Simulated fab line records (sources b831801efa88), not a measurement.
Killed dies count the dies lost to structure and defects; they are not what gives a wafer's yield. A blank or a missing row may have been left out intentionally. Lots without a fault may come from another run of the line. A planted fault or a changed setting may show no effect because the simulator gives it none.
Split-lot trial ; flow sfq line ; 23 wafers read from 5 lots, route of 325 steps

SPLIT DETAILS
At SFQ_TRILAYER_JJ_CE_LITHO_COAT_114 (resist thk 600 nm), the setting resist thk nm was moved away from the recipe's 600 nm on 6 of the 23 wafers read, by -3.5% to +1.8%. For the rest of the wafers, this setting stayed at what the recipe calls for.

Split to reading: the file shows no intervening step.

THE READING
KrF_of_TRILAYER_JJ_CE_LITHO_COAT_114.thk nm (the simulator's own value, which no gauge read), in nm, at SFQ_TRILAYER_JJ_CE_ETCH_RIE_118 (chemistry SF6, target Nb, stops on Al2O3, time 97.7 s, target depth 170 nm). There is no usual value for it anywhere in the file. Average 475.1 nm, standard deviation 2.6 nm, over the 17 wafers here run with the recipe.

wafer;tool, chamber at the split;resist thk nm as run, nm;against the recipe;KrF_of_TRILAYER_JJ_CE_LITHO_COAT_114.thk nm, nm;against lot-mates on the recipe
L074.1;litho track-04, 0;578.7;-3.5%;453.7;-23.8
L074.2;litho track-04, 0;600;recipe;475.9;-
L074.4;litho track-04, 0;578.7;-3.5%;457.6;-19.9
L074.5;litho track-04, 0;600;recipe;481.6;-
L074.6;litho track-04, 0;600;recipe;475;-
L078.1;litho track-02, 0;600;recipe;476.1;-
L078.3;litho track-02, 0;600;recipe;479.4;-
L078.4;litho track-02, 0;600;recipe;477.2;-
L081.1;litho track-04, 0;600;recipe;476.6;-
L081.2;litho track-04, 0;588.3;-2.0%;460.3;-13.7
L081.3;litho track-04, 0;600;recipe;474.4;-
L081.4;litho track-04, 0;588.3;-2.0%;462.2;-11.8
L081.5;litho track-04, 0;600;recipe;471.1;-
L083.1;litho track-02, 0;600;recipe;474.9;-
L083.3;litho track-02, 0;611;+1.8%;486.4;+11.6
L083.4;litho track-02, 0;600;recipe;474.5;-
L083.5;litho track-02, 0;611;+1.8%;483.6;+8.8
L083.6;litho track-02, 0;600;recipe;475.1;-
L082.1;litho track-04, 0;600;recipe;472.3;-
L082.2;litho track-04, 0;600;recipe;471.8;-
L082.3;litho track-04, 0;600;recipe;473.6;-
L082.4;litho track-04, 0;600;recipe;474.1;-
L082.6;litho track-04, 0;600;recipe;472.6;-

FIT RESULTS
A straight line over all 23 wafers: KrF_of_TRILAYER_JJ_CE_LITHO_COAT_114.thk nm changes by +5.74 nm for each +1% of resist thk nm; r = +0.95; the points scatter about the line by 2.6 nm.
The same after taking each lot's own level away (the mean of its wafers on the recipe; 23 wafers): +6.09 nm for each +1%; r = +0.98; scatter 1.8 nm.
That fit puts the effect of the largest move of resist thk nm on the reading at 22 nm.
Across the lots, their own levels run from 472.88 to 477.57 nm, a range of 1.8 times the standard deviation given above.
The two slopes are in agreement: the lot-to-lot level therefore moves the slope only a little.
Check: for one of the wafers moved furthest among these (-3.5%), held out of the fit, the line's prediction against its lot-mates is -20.9 nm. Against them it came out at -23.8 nm.

THESE WAFERS: OTHER SPLITS
Other splits were also applied to these wafers ahead of the reading. Each is held against what the fit with the lots' levels taken away leaves over:
other split on the same wafers;wafers away from the commonest value;r with KrF_of_TRILAYER_JJ_CE_LITHO_COAT_114.thk nm (lot level and that fit taken away)
SFQ_TRILAYER_I2_VIA_LITHO_COAT_072 spin rpm;5;-0.04
SFQ_TRILAYER_M3_DEP_SPUTTER_073 time s;7;-0.03
SFQ_TRILAYER_M3_LITHO_EXPOSE_076 dose mj;5;-0.02
SFQ_TRILAYER_M3_ETCH_METAL_ETCH_078 icp w;5;+0.09
SFQ_TRILAYER_I3_VIA_LITHO_COAT_085 resist thk nm;8;-0.29
SFQ_TRILAYER_M4_LITHO_COAT_098 spin rpm;8;-0.11
SFQ_TRILAYER_I4_VIA_LITHO_COAT_103 spin rpm;7;+0.09
SFQ_TRILAYER_JJ_TRILAYER_DEP_SPUTTER_109 power w;7;+0.03

THE WHOLE CHAIN: every reading that the file lists as answering this split, in the file's order
step;what it does;reading;change (the file's fit);r (the file's)
SFQ_TRILAYER_JJ_CE_LITHO_COAT_114;resist thk 600 nm;KrF_of_TRILAYER_JJ_CE_LITHO_COAT_114.thk nm (the simulator's own value, which no gauge read);+6.15 nm for each +1% of the setting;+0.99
SFQ_TRILAYER_JJ_CE_ETCH_RIE_118;chemistry SF6, target Nb, stops on Al2O3, time 97.7 s, target depth 170 nm;KrF_of_TRILAYER_JJ_CE_LITHO_COAT_114.thk nm (the simulator's own value, which no gauge read);+6.13 nm for each +1% of the setting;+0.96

FILE'S OWN FIT
KrF_of_TRILAYER_JJ_CE_LITHO_COAT_114.thk nm changes by +6.13 nm for each +1% of resist thk nm, r = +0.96.
